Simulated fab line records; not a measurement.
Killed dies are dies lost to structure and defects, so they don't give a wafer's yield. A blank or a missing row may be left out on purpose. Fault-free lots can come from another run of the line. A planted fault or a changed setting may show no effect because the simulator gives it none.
Chamber matching	flow gf180mcu	cmp-01 running GF_V1_CMP_26: 4 sister chambers
The step polishes, stops on SiO2, t overpolish 15 s, target thk 0 nm. 14 wafers are shown with their chamber, then 7 later ones without.

== WAFERS WITH THEIR CHAMBER ==
wafer	chamber	motorCurrentA (A)	overpolishRunS (s)	timeToEndpointS (s)
L074.1	0	12.1	14.993	85
L074.2	3	11.3	15.013	87
L074.4	2	10.4	15.001	82
L076.1	2	10.9	15.000	82
L076.3	0	12.5	14.991	86
L076.6	1	11.6	15.003	83
L077.1	2	10.8	14.988	79
L077.2	0	12.2	15.006	82
L077.4	3	11.2	15.001	81
L080.2	3	11.6	14.999	85
L080.3	1	11.7	15.012	86
L080.6	2	10.8	14.992	83
L088.4	0	12.2	15.003	86
L088.5	1	11.4	15.002	83

SIGNATURES, as means of the wafers listed above
reading	chamber 0	chamber 1	chamber 2	chamber 3	scatter within a chamber
motorCurrentA	12.250	11.567	10.725	11.367	0.193
overpolishRunS	14.99825	15.00567	14.99525	15.00433	0.00676
timeToEndpointS	84.75	84.00	81.50	84.33	2.11
Rule: a wafer lies at a distance from a chamber equal to the root of the sum of squares, over the readings, of (its reading less the chamber's mean, divided by the reading's scatter). The wafer belongs to the nearest chamber; if the next one is less than 2 further off, it can't be placed. How the scatter is found: for the shown wafers, subtract from each reading the mean of its chamber, square and add these, divide the total by (wafers less chambers), then take the root.

== WAFERS WITHOUT THEIR CHAMBER ==
wafer	motorCurrentA (A)	overpolishRunS (s)	timeToEndpointS (s)
L088.6	12.6	15.018	88
L091.3	12.3	14.994	91
L091.4	11.7	14.997	85
L091.6	11.9	14.998	91
L094.3	11.1	14.990	83
L094.4	11.9	14.997	83
L094.6	12.7	15.003	83

== CHAMBER TAKEN BY EACH ==
wafer	from the rows above	in truth
L088.6	0	0
L091.3	0	0
L091.4	can't be placed: 1 or 3 or 0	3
L091.6	can't be placed: 0 or 1 or 3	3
L094.3	can't be placed: 2 or 3 or 1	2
L094.4	can't be placed: 0 or 1 or 3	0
L094.6	0	0
Correctly placed: 3 of 7. From these rows, 4 cannot be placed; in 4 the true chamber is one of the candidates. Placed wrongly: 0.
